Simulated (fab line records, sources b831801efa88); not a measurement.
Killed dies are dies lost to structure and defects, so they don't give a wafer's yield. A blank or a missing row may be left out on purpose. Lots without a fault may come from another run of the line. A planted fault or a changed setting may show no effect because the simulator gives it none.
A struck lot beside a sound one | flow gf180mcu | 43 steps out of a route of 602
Sound: wafers L270.1, L270.3, L270.4. Struck: wafers L276.2, L276.3, L276.5. The cause comes at the end.
At each step with rows: each side's tool, then ch and its chambers, then its first start. Under that, the readings that differ: sound wafers | struck wafers | difference of the means | sigmas: that difference in standard deviations of wafers without a fault.
alike: readings whose means differ by less than 2 such deviations, and words and numbers that are the same on both sides. not compared: withheld readings, readings that some wafer has no value for, bounds like >300 that may hide the same value, and numbers for which the record gives no deviation and whose values overlap.
The two part at a step that has a row with sigmas, a row that says differs or no value, or rows on one side only. Numbers that don't overlap but have no deviation are shown without sigmas and don't part them. A reading that every wafer of one side lacks parts them only if that side has two wafers or more.

first, 6 steps without rows for these wafers: GF_M3_HMDS_08 (prime time 60 s); GF_M3_COAT_09 (resist thk 1000 nm); GF_M3_SOFTBAKE_10 (time 60 s); GF_M3_EXPOSE_11 (exposes mask Metal3, target cd 280 nm); GF_M3_PEB_12 (peb time 90 s); GF_M3_DEVELOP_13 (develop time 60 s).
GF_M3_CD_MEAS_14: target cd 280 nm.
  sound on cd_sem-01, day 22 08:08; struck on cd_sem-01, day 24 07:41
  alike: cd_nm
GF_M3_OVL_MEAS_15:
  sound on overlay-02, day 22 08:15; struck on overlay-02, day 24 07:47
  alike: M3_OVL
then, 1 step without rows for these wafers: GF_M3_METAL_ETCH_16 (etches the open film in Cl2/BCl3, stops on SiO2, target depth 750.8 nm, time 125.1 s).
GF_M3_STRIP_17: strips in O2/N2.
  sound on plasma_asher-03 ch 0,1, day 22 08:25; struck on plasma_asher-03 ch 0,1, day 24 07:57
  alike: chamber_pressure_mTorr, drypump_motor_current_A, heater_power_w, oes_product_au, strip_time_to_endpoint_s
  not compared: rf_hours_counter_h
then, 2 steps without rows for these wafers: GF_M3_STRIP_18 (strips in post etch residue remover, time 1200 s); GF_M3_CLEAN_19 (cleans in DIW).
GF_V3_CVD_00: deposits SiO2, target thk 600 nm, time 100 s.
  sound on hdpcvd-02 ch 0,1,2, day 22 08:57; struck on hdpcvd-02 ch 0,2, day 24 08:29
GF_V3_THK_MEAS_01:
  sound on film_metro-03, day 22 09:01; struck on film_metro-04, day 24 08:34
  alike: V3_CVD_00_THK
then, 1 step without rows for these wafers: GF_V3_CVD_02 (deposits SiO2 from TEOS, target thk 850 nm, time 94.851 s).
GF_V3_THK_MEAS_03:
  sound on film_metro-02, day 22 09:09; struck on film_metro-02, day 24 08:41
  alike: V3_CVD_02_THK
then, 1 step without rows for these wafers: GF_V3_CMP_04 (polishes SiO2).
GF_V3_BOW_MEAS_05:
  sound on film_metro-04, day 22 09:31; struck on film_metro-04, day 24 09:04
  alike: V3_BOW
then, 8 steps without rows for these wafers: GF_V3_DEHYDRATE_06 (time 60 s); GF_V3_HMDS_07 (prime time 60 s); GF_V3_COAT_08; GF_V3_COAT_09 (resist thk 1000 nm); GF_V3_SOFTBAKE_10 (time 60 s); GF_V3_EXPOSE_11 (exposes mask Via3, target cd 260 nm); GF_V3_PEB_12 (peb time 90 s); GF_V3_DEVELOP_13 (develop time 60 s).
GF_V3_CD_MEAS_14: target cd 260 nm.
  sound on cd_sem-01, day 23 08:40; struck on cd_sem-02, day 25 07:14
  alike: cd_nm
GF_V3_OVL_MEAS_15:
  sound on overlay-02, day 23 08:47; struck on overlay-01, day 25 07:20
  alike: V3_OVL
then, 2 steps without rows for these wafers: GF_V3_ETCH_16 (etches BARC in N2/H2); GF_V3_ETCH_17 (etches SiO2 in C4F8/O2/Ar, stops on TiN, target depth 635 nm).
GF_V3_STRIP_18: strips in O2/N2.
  sound on plasma_asher-02 ch 0,1, day 23 08:57; struck on plasma_asher-02 ch 0,1, day 25 07:29
  alike: chamber_pressure_mTorr, drypump_motor_current_A, heater_power_w, oes_product_au
  not compared: rf_hours_counter_h
then, 3 steps without rows for these wafers: GF_V3_STRIP_19 (strips in post etch residue remover, time 1200 s); GF_V3_CLEAN_20 (cleans in DIW); GF_V3_SPUTTER_21 (material Ti, target thk 15 nm, time 80.02 s).
GF_V3_SPUTTER_22: material TiN, target thk 10 nm, time 40 s.
  sound on pvd_sputter-01, day 23 09:35; struck on pvd_sputter-01, day 25 08:05
  alike: throttle_valve_pct
then, 1 step without rows for these wafers: GF_V3_CVD_23 (deposits W, target thk 350 nm, time 104.9 s).
GF_V3_RS_MEAS_24: measures by four-point-probe.
  sound on film_metro-04, day 23 09:44; struck on film_metro-04, day 25 08:16
  alike: V3_W_RS
GF_V3_THK_MEAS_25: measures by xrf.
  sound on film_metro-04, day 23 09:51; struck on film_metro-04, day 25 08:22
  alike: V3_W_THK
then, 2 steps without rows for these wafers: GF_V3_CMP_26 (polishes, stops on SiO2, t overpolish 15 s, target thk 0 nm); GF_M4_SPUTTER_00 (material Ti, target thk 37.5 nm, time 150 s).
GF_M4_SPUTTER_01: material TiN, target thk 30 nm, time 25 s.
  sound on pvd_sputter-01, day 23 10:19; struck on pvd_sputter-01, day 25 08:49
  alike: throttle_valve_pct
GF_M4_SPUTTER_02: material AlCu, target thk 450 nm, time 23.9 s.
  sound on pvd_sputter-01, day 23 10:20; struck on pvd_sputter-01, day 25 08:51
  alike: throttle_valve_pct
-- the record jumps here: 6 days lie between the struck wafers' starts before and after (it left off in module M4 and takes up again in module PASSIVATION, whose first step shown is number 602 of the route) --
GF_PASSIVATION_PROBE_99:
  the record has rows for the struck wafers here (prober-02, day 31 11:00) and none for the sound ones

WHERE THEY PART
Only at GF_PASSIVATION_PROBE_99, within this record.

WHY: what the simulator had put in
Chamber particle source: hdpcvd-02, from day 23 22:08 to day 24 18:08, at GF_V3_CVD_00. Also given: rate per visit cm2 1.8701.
